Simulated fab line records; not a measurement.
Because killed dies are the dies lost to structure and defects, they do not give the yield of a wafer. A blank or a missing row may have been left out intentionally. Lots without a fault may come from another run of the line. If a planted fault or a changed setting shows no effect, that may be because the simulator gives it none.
Split-lot study || flow gf180mcu || 23 wafers read from 5 lots, route of 602 steps

SPLIT DETAILS
At GF_M5_EXPOSE_04 (exposes mask Metal5, target cd 280 nm), the setting dose_mj was moved away from the recipe's 28 on 10 of the 23 wafers read, by -6.8% to +6.6%. The other wafers ran this setting at the recipe's value.

FROM THE SPLIT TO THE READING: what the file shows between them, 2 steps
- GF_M5_PEB_05: peb time 90 s
- GF_M5_DEVELOP_06: develop time 60 s

THE READING
cd_nm (nm) at GF_M5_CD_MEAS_07, where the cd target is 280 nm. Typical for fault-free wafers on this fab line: 279.4 nm, with standard deviation 1.1 nm.

{"wafer": "L074.2", "tool, chamber at the split": "krf_scanner-01, 0", "dose_mj as run": 26.09, "against the recipe": "-6.8%", "cd_nm, nm": 288.8, "against lot-mates on the recipe": "+10.6"}
{"wafer": "L074.3", "tool, chamber at the split": "krf_scanner-01, 0", "dose_mj as run": 26.09, "against the recipe": "-6.8%", "cd_nm, nm": 289.2, "against lot-mates on the recipe": "+10.9"}
{"wafer": "L074.4", "tool, chamber at the split": "krf_scanner-01, 0", "dose_mj as run": 26.09, "against the recipe": "-6.8%", "cd_nm, nm": 289.7, "against lot-mates on the recipe": "+11.4"}
{"wafer": "L074.5", "tool, chamber at the split": "krf_scanner-01, 0", "dose_mj as run": 28, "against the recipe": "recipe", "cd_nm, nm": 278.6, "against lot-mates on the recipe": "-"}
{"wafer": "L074.6", "tool, chamber at the split": "krf_scanner-01, 0", "dose_mj as run": 28, "against the recipe": "recipe", "cd_nm, nm": 277.9, "against lot-mates on the recipe": "-"}
{"wafer": "L075.1", "tool, chamber at the split": "krf_scanner-02, 0", "dose_mj as run": 28, "against the recipe": "recipe", "cd_nm, nm": 279.2, "against lot-mates on the recipe": "-"}
{"wafer": "L075.2", "tool, chamber at the split": "krf_scanner-02, 0", "dose_mj as run": 29.84, "against the recipe": "+6.6%", "cd_nm, nm": 269.2, "against lot-mates on the recipe": -9.8}
{"wafer": "L075.3", "tool, chamber at the split": "krf_scanner-02, 0", "dose_mj as run": 28, "against the recipe": "recipe", "cd_nm, nm": 278.9, "against lot-mates on the recipe": "-"}
{"wafer": "L075.4", "tool, chamber at the split": "krf_scanner-02, 0", "dose_mj as run": 29.84, "against the recipe": "+6.6%", "cd_nm, nm": 269.4, "against lot-mates on the recipe": -9.6}
{"wafer": "L075.5", "tool, chamber at the split": "krf_scanner-02, 0", "dose_mj as run": 29.84, "against the recipe": "+6.6%", "cd_nm, nm": 269.9, "against lot-mates on the recipe": -9.1}
{"wafer": "L076.2", "tool, chamber at the split": "krf_scanner-02, 0", "dose_mj as run": 28, "against the recipe": "recipe", "cd_nm, nm": 279.6, "against lot-mates on the recipe": "-"}
{"wafer": "L076.5", "tool, chamber at the split": "krf_scanner-02, 0", "dose_mj as run": 28, "against the recipe": "recipe", "cd_nm, nm": 278.1, "against lot-mates on the recipe": "-"}
{"wafer": "L076.6", "tool, chamber at the split": "krf_scanner-02, 0", "dose_mj as run": 28, "against the recipe": "recipe", "cd_nm, nm": 278.4, "against lot-mates on the recipe": "-"}
{"wafer": "L080.1", "tool, chamber at the split": "krf_scanner-02, 0", "dose_mj as run": 27, "against the recipe": "-3.6%", "cd_nm, nm": 283.2, "against lot-mates on the recipe": "+4.8"}
{"wafer": "L080.2", "tool, chamber at the split": "krf_scanner-02, 0", "dose_mj as run": 28, "against the recipe": "recipe", "cd_nm, nm": 277.5, "against lot-mates on the recipe": "-"}
{"wafer": "L080.3", "tool, chamber at the split": "krf_scanner-02, 0", "dose_mj as run": 28, "against the recipe": "recipe", "cd_nm, nm": 279.7, "against lot-mates on the recipe": "-"}
{"wafer": "L080.4", "tool, chamber at the split": "krf_scanner-02, 0", "dose_mj as run": 28, "against the recipe": "recipe", "cd_nm, nm": 278.1, "against lot-mates on the recipe": "-"}
{"wafer": "L080.5", "tool, chamber at the split": "krf_scanner-02, 0", "dose_mj as run": 27, "against the recipe": "-3.6%", "cd_nm, nm": 284.3, "against lot-mates on the recipe": "+5.9"}
{"wafer": "L085.1", "tool, chamber at the split": "krf_scanner-02, 0", "dose_mj as run": 28, "against the recipe": "recipe", "cd_nm, nm": 280.8, "against lot-mates on the recipe": "-"}
{"wafer": "L085.2", "tool, chamber at the split": "krf_scanner-02, 0", "dose_mj as run": 28, "against the recipe": "recipe", "cd_nm, nm": 280.6, "against lot-mates on the recipe": "-"}
{"wafer": "L085.4", "tool, chamber at the split": "krf_scanner-02, 0", "dose_mj as run": 28.9, "against the recipe": "+3.2%", "cd_nm, nm": 276.5, "against lot-mates on the recipe": -4.1}
{"wafer": "L085.5", "tool, chamber at the split": "krf_scanner-02, 0", "dose_mj as run": 28.9, "against the recipe": "+3.2%", "cd_nm, nm": 276.1, "against lot-mates on the recipe": -4.5}
{"wafer": "L085.6", "tool, chamber at the split": "krf_scanner-02, 0", "dose_mj as run": 28, "against the recipe": "recipe", "cd_nm, nm": 280.5, "against lot-mates on the recipe": "-"}

FIT RESULTS
A straight line over all 23 wafers: cd_nm changes by -1.42 nm for each +1% of dose_mj; r = -0.98; the points scatter about the line by 1 nm.
The same after taking each lot's own level away (the mean of its wafers on the recipe; 23 wafers): -1.52 nm for each +1%; r = -1.00; scatter 0.58 nm.
That fit puts the effect of the largest move of dose_mj on the reading at 10 nm.
The span of the lots' own levels, 278.25 to 280.63 nm, comes to 2.2 times the standard deviation stated above.
The two slopes agree, so the slope changes little with the lot-to-lot level.
Check: for one of the wafers moved furthest among these (-6.8%), held out of the fit, the line's prediction against its lot-mates is +10.5 nm. Against them it came out at +10.6 nm.

THE WHOLE CHAIN: every reading that the file lists as answering this split, in the file's order
{"step": "GF_M5_CD_MEAS_07", "what it does": "target cd 280 nm", "reading": "cd_nm", "change (the file's fit)": "-1.52 nm for each +1% of the setting", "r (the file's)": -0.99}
{"step": "GF_M5_ETCH_09", "what it does": "etches Si3N4 in CF4/O2, target depth 52 nm, time 11.6 s", "reading": "M5.cd_nm (the simulator's own value, which no gauge read)", "change (the file's fit)": "-1.51 nm for each +1% of the setting", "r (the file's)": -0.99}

THE FILE'S OWN FIT
cd_nm changes by -1.52 nm for each +1% of dose_mj, r = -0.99.
